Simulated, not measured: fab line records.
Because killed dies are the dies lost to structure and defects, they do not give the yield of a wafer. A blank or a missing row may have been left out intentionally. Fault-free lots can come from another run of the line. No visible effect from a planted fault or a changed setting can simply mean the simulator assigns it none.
The tool behind it: which one? ; flow sky130 ; 11 lots, 33 wafers sampled, at 5 steps of a route of 708

## WHAT THE GAUGES READ, wafer by wafer
SKY_VIA1_THK_MEAS_01.
lot;measured;on;VIA1_HDPCVD_THK (nm)
L747;day 33 07:22;film_metro-02;999 1006 1011
L748;day 33 21:38;film_metro-02;1031 1020 1023
L749;day 34 03:17;film_metro-01;1006 1033 1003
L752;day 34 23:44;film_metro-02;1032 1026 1019
L753;day 35 20:25;film_metro-01;1036 1045 1035
L756;day 36 09:35;film_metro-02;1018 1015 1338
L758;day 37 08:19;film_metro-04;1024 1325 1325
L764;day 38 06:13;film_metro-04;1040 1039 1026
L767;day 39 09:04;film_metro-01;1023 1031 1020
L769;day 39 12:01;film_metro-02;1030 1017 1039
L770;day 40 05:16;film_metro-02;1010 1010 1020

## EACH LOT AND THE TOOL THAT RAN IT (in order: tool; ch and the chambers of the sampled wafers; start)
lot;SKY_CONTACT_STRIP_19;SKY_CONTACT_SPUTTER_23;SKY_METAL1_STRIP_20;SKY_VIA1_HDPCVD_00
L747;plasma_asher-04 ch 0,1, day 32 00:57;pvd_sputter-02, day 32 01:32;plasma_asher-03 ch 0,1, day 33 06:40;hdpcvd-02 ch 0,1,2, day 33 07:15
L748;plasma_asher-01 ch 0,1, day 32 17:00;pvd_sputter-02, day 32 17:36;plasma_asher-01 ch 0,1, day 33 20:54;hdpcvd-01 ch 0,1,2, day 33 21:32
L749;plasma_asher-02 ch 0,1, day 32 21:40;pvd_sputter-02, day 32 22:18;plasma_asher-01 ch 1, day 34 02:34;hdpcvd-02 ch 0,1, day 34 03:10
L752;plasma_asher-01 ch 0, day 33 18:48;pvd_sputter-03, day 33 19:23;plasma_asher-03 ch 0, day 34 23:02;hdpcvd-02 ch 0,2, day 34 23:38
L753;plasma_asher-04 ch 0,1, day 34 15:05;pvd_sputter-02, day 34 15:48;plasma_asher-02 ch 0,1, day 35 19:43;hdpcvd-02 ch 1,2, day 35 20:17
L756;plasma_asher-02 ch 0,1, day 35 04:03;pvd_sputter-02, day 35 04:40;plasma_asher-03 ch 0,1, day 36 08:52;hdpcvd-02 ch 1,2, day 36 09:25
L758;plasma_asher-04 ch 0,1, day 36 03:11;pvd_sputter-03, day 36 03:44;plasma_asher-03 ch 0,1, day 37 07:35;hdpcvd-02 ch 0,1,2, day 37 08:11
L764;plasma_asher-02 ch 0,1, day 37 01:12;pvd_sputter-04, day 37 01:47;plasma_asher-03 ch 0,1, day 38 05:28;hdpcvd-01 ch 0,2, day 38 06:07
L767;plasma_asher-01 ch 0,1, day 38 05:43;pvd_sputter-04, day 38 06:19;plasma_asher-03 ch 0,1, day 39 08:22;hdpcvd-01 ch 0,1,2, day 39 08:59
L769;plasma_asher-02 ch 0,1, day 38 09:06;pvd_sputter-03, day 38 09:44;plasma_asher-03 ch 0,1, day 39 11:18;hdpcvd-01 ch 0,1,2, day 39 11:54
L770;plasma_asher-02 ch 0,1, day 39 02:30;pvd_sputter-04, day 39 03:05;plasma_asher-03 ch 0,1, day 40 04:34;hdpcvd-01 ch 0,1,2, day 40 05:09
- SKY_CONTACT_STRIP_19: strips in O2/N2.
- SKY_CONTACT_SPUTTER_23: material TiN, target thk 20 nm, time 80 s.
- SKY_METAL1_STRIP_20: strips in O2/N2.
- SKY_VIA1_HDPCVD_00: deposits SiO2, target thk 1030 nm, time 171.7 s.

## THE ANSWER, worked out from the rows above alone
Rule: what is usual is taken from the lots themselves. Put in order of their means at a reading, lots are off if they are a third of the lots or fewer, leave a main group of 4 or more, and stand apart from it by a gap of 3 or more times the standard deviation of the main group's means; of several such gaps the widest counts. Not used: any main group whose means are identical at the precision the tables above print for the reading. A lot without any number at a reading at which 4 lots or more have one is off too. Where the step has rows for the other lots, those lots are counted as sound.
Off: L756, L758, seen at SKY_VIA1_THK_MEAS_01 (VIA1_HDPCVD_THK). Mean 1023 nm and standard deviation 10 in the main group.
If a tool, at a process step before that reading, ran all the lots that are off and no sound lot after the first of them, it fits. Gauges at SKY_VIA1_THK_MEAS_01: tried the same way as those tools. One fits: SKY_VIA1_HDPCVD_00 on hdpcvd-02. A fault onset in the window from L753 (day 35 20:17, its last sound lot) to L756 (day 36 09:25, its first lot off) fits.

## WHAT THE SIMULATOR HAD PUT IN
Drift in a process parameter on hdpcvd-02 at SKY_VIA1_HDPCVD_00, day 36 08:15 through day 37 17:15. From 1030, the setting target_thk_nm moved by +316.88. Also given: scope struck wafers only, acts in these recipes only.
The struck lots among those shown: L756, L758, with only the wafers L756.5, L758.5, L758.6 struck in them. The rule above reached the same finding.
